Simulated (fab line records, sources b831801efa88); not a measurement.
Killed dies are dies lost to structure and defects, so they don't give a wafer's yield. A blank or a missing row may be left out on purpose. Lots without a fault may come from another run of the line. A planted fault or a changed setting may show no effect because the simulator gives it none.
A struck lot beside a sound one | flow sky130 | 15 steps out of a route of 708
Sound: wafers L334.1, L334.2, L334.4. Struck: wafers L338.3, L338.5, L338.6. The cause comes at the end.
At each step with rows: each side's tool, then ch and its chambers, then its first start. Under that, the readings that differ: sound wafers | struck wafers | difference of the means | sigmas: that difference in standard deviations of wafers without a fault.
alike: readings whose means differ by less than 2 such deviations, and words and numbers that are the same on both sides. not compared: withheld readings, readings that some wafer has no value for, bounds like >300 that may hide the same value, and numbers for which the record gives no deviation and whose values overlap.
The two part at a step that has a row with sigmas, a row that says differs or no value, or rows on one side only. Numbers that don't overlap but have no deviation are shown without sigmas and don't part them. A reading that every wafer of one side lacks parts them only if that side has two wafers or more.

first, 2 steps without rows for these wafers: SKY_LDD_HVP_PEB_05; SKY_LDD_HVP_DEVELOP_06 (develop time 60 s).
SKY_LDD_HVP_OVL_MEAS_07:
  sound on overlay-02, day 25 06:34; struck on overlay-02, day 26 11:49
  alike: LDD_HVP_OVL
then, 1 step without rows for these wafers: SKY_LDD_HVP_IMPLANT_08.
SKY_LDD_HVP_STRIP_09: strips in O2/N2.
  sound on plasma_asher-04 ch 0,1, day 25 06:44; struck on plasma_asher-03 ch 0,1, day 26 12:02
  alike: drypump_motor_current_A, oes_product_au, strip_time_to_endpoint_s
  not compared: rf_hours_counter_h
SKY_LDD_HVP_TW_MEAS_10:
  sound on film_metro-02, day 25 06:50; struck on film_metro-04, day 26 12:07
  alike: LDD_HVP_TW
then, 6 steps without rows for these wafers: SKY_LDD_LDN_DEHYDRATE_00 (time 60 s); SKY_LDD_LDN_HMDS_01 (prime time 60 s); SKY_LDD_LDN_COAT_02 (resist thk 1140 nm); SKY_LDD_LDN_SOFTBAKE_03 (time 60 s); SKY_LDD_LDN_EXPOSE_04 (exposes mask LDNTM, target cd 700 nm); SKY_LDD_LDN_PEB_05.
SKY_LDD_LDN_DEVELOP_06: develop time 60 s.
  sound on litho_track-03 ch 0, day 26 11:22; struck on litho_track-03 ch 0, day 27 16:13
  reading              | sound             | struck            | difference | sigmas
  developer_temp_C (C) | 23.06 22.93 22.93 | 22.07 22.14 22.09 | -0.87      | -8
SKY_LDD_LDN_OVL_MEAS_07:
  sound on overlay-02, day 26 11:31; struck on overlay-01, day 27 16:20
  alike: LDD_LDN_OVL
SKY_PAD_OPEN_PROBE_99:
  the record has rows for the sound wafers here (prober-02, day 48 03:01) and none for the struck ones

WHERE THEY PART
First at SKY_LDD_LDN_DEVELOP_06; last, within this record, at SKY_PAD_OPEN_PROBE_99.

WHY: what the simulator had put in
Process parameter drift: litho_track-03, from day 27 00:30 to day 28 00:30, at SKY_LDD_LDN_DEVELOP_06. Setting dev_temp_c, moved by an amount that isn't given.
